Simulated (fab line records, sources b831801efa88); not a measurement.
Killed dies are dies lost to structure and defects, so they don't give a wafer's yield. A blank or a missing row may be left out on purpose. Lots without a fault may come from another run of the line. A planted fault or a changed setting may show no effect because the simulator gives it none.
Which tool did it? | flow gf180mcu | 12 lots, 36 wafers sampled, at 5 steps of a route of 602

WHAT THE GAUGES READ, wafer by wafer
GF_VT_IMPLANT_OVL_MEAS_40.
lot  | measured     | on         | VT_IMPLANT_03_OVL (nm)
L188 | day 8 13:26  | overlay-01 | 2.2 0.5 -0.2
L191 | day 9 11:42  | overlay-02 | -3.3 -0.9 -2.2
L192 | day 9 18:22  | overlay-02 | -0.8 -1.6 -0.1
L193 | day 9 22:57  | overlay-01 | -0.6 -1.2 -0.8
L194 | day 10 07:20 | overlay-02 | -1.6 -2.0 0.5
L196 | day 10 22:58 | overlay-02 | -0.1 -0.8 -1.6
L197 | day 11 06:10 | overlay-02 | -2.6 -3.3 -2.0
L201 | day 12 07:39 | overlay-01 | 0.2 -0.4 0.5
L202 | day 12 14:19 | overlay-02 | - - -
L205 | day 13 08:19 | overlay-02 | -4.6 -2.5 -2.8
L206 | day 13 16:52 | overlay-02 | 0.5 -1.4 -0.5
L207 | day 14 03:00 | overlay-02 | -0.9 0.5 -1.4

GF_VT_IMPLANT_TW_MEAS_43.
lot  | measured     | on            | VT_IMPLANT_4_TW
L188 | day 8 13:44  | film_metro-02 | 698 697 699
L191 | day 9 11:59  | film_metro-03 | 692 689 689
L192 | day 9 18:40  | film_metro-02 | 696 693 694
L193 | day 9 23:14  | film_metro-02 | 692 692 685
L194 | day 10 07:38 | film_metro-01 | 687 692 690
L196 | day 10 23:16 | film_metro-01 | 691 695 691
L197 | day 11 06:28 | film_metro-03 | 690 688 690
L201 | day 12 07:56 | film_metro-03 | 688 686 691
L202 | day 12 14:37 | film_metro-03 | 30 30 30
L205 | day 13 08:37 | film_metro-03 | 693 690 688
L206 | day 13 17:10 | film_metro-01 | 686 689 688
L207 | day 14 03:17 | film_metro-02 | 692 692 694

GF_V1_BOW_MEAS_05.
lot  | measured     | on            | V1_BOW (um)
L188 | day 18 18:14 | film_metro-03 | 74 86 81
L191 | day 20 01:35 | film_metro-04 | 88 61 84
L192 | day 20 07:18 | film_metro-02 | 75 75 74
L193 | day 20 09:12 | film_metro-02 | 80 84 94
L194 | day 21 02:43 | film_metro-03 | 79 81 74
L196 | day 22 02:01 | film_metro-04 | 79 68 74
L197 | day 22 03:20 | film_metro-04 | 86 76 64
L201 | day 23 06:34 | film_metro-04 | 88 78 86
L205 | day 24 11:14 | film_metro-03 | 87 83 94
L206 | day 25 03:32 | film_metro-04 | 82 89 81
L207 | day 25 07:31 | film_metro-02 | 73 76 74

WHICH TOOL RAN EACH LOT (tool, then ch and the chambers of the sampled wafers, then the start)
lot  | GF_VT_IMPLANT_EXPOSE_37             | GF_CONTACT_STRIP_18
L188 | iline_stepper-02 ch 0, day 8 05:23  | plasma_asher-02 ch 0,1, day 17 16:09
L191 | iline_stepper-02 ch 0, day 9 04:02  | plasma_asher-02 ch 0, day 18 22:12
L192 | iline_stepper-01 ch 0, day 9 09:33  | plasma_asher-03 ch 0,1, day 19 04:37
L193 | iline_stepper-02 ch 0, day 9 14:33  | plasma_asher-03 ch 0,1, day 19 06:15
L194 | iline_stepper-02 ch 0, day 9 22:41  | plasma_asher-01 ch 0,1, day 20 00:17
L196 | iline_stepper-01 ch 0, day 10 13:49 | plasma_asher-02 ch 0,1, day 20 23:56
L197 | iline_stepper-02 ch 0, day 10 20:55 | plasma_asher-01 ch 0,1, day 21 00:52
L201 | iline_stepper-01 ch 0, day 11 22:04 | plasma_asher-01 ch 0,1, day 22 04:35
L202 | iline_stepper-01 ch 0, day 12 05:06 | -
L205 | iline_stepper-02 ch 0, day 12 22:40 | plasma_asher-03 ch 0,1, day 23 10:40
L206 | iline_stepper-01 ch 0, day 13 06:31 | plasma_asher-03 ch 1, day 24 03:05
L207 | iline_stepper-01 ch 0, day 13 17:05 | plasma_asher-01 ch 0,1, day 24 07:23
- GF_VT_IMPLANT_EXPOSE_37: exposes mask Nwell HV AREA, target cd 860 nm.
- GF_CONTACT_STRIP_18: strips in O2/N2.

WHAT THE TOOLS THEMSELVES READ (means of the sampled wafers that have a number; where no wafer has one, the mark that the record gives instead)
GF_CONTACT_STRIP_18.
lot  | tool            | drypump_motor_current_A (A) | heater_power_w (W) | oes_product_au (a.u.)
L188 | plasma_asher-02 | 5.59                        | 317                | 0.575
L191 | plasma_asher-02 | 5.69                        | 307                | 0.584
L192 | plasma_asher-03 | 5.88                        | 303                | 0.583
L193 | plasma_asher-03 | 6.06                        | 280                | 0.579
L194 | plasma_asher-01 | 6.02                        | 298                | 0.585
L196 | plasma_asher-02 | 5.59                        | 315                | 0.579
L197 | plasma_asher-01 | 6.00                        | 298                | 0.578
L201 | plasma_asher-01 | 6.01                        | 301                | 0.586
L205 | plasma_asher-03 | 5.92                        | 296                | 0.579
L206 | plasma_asher-03 | 5.73                        | 320                | 0.581
L207 | plasma_asher-01 | 6.13                        | 309                | 0.578

THE ANSWER, worked out from the rows above alone
Rule: what is usual is taken from the lots themselves. Put in order of their means at a reading, lots are off if they are a third of the lots or fewer, leave a main group of 4 or more, and stand apart from it by a gap of 3 or more times the standard deviation of the main group's means; of several such gaps the widest counts. A main group whose means are all the same, to the digits that the tables above print for the reading, isn't used. A lot without any number at a reading at which 4 lots or more have one is off too. The other lots that the step has rows for count as sound. The gauges are gone through in route order, then the tools' own readings, and for those a lot's mean is taken as printed above. The first step at which some lot is off is used, and at that step the reading that is off furthest; a lot without a number counts as furthest.
Off: L202, at GF_VT_IMPLANT_OVL_MEAS_40 (VT_IMPLANT_03_OVL). Without a number there: L202. The main group: mean -1.1 nm, standard deviation 1.1.
A tool fits if, at a process step before that reading, it ran every lot that is off, and no sound lot after the first of them. The gauges at GF_VT_IMPLANT_OVL_MEAS_40 aren't tried: what is off there is off at GF_VT_IMPLANT_TW_MEAS_43 too, on other tools, and a gauge's error can't cause that. None of those tried fits.

WHAT THE SIMULATOR HAD PUT IN
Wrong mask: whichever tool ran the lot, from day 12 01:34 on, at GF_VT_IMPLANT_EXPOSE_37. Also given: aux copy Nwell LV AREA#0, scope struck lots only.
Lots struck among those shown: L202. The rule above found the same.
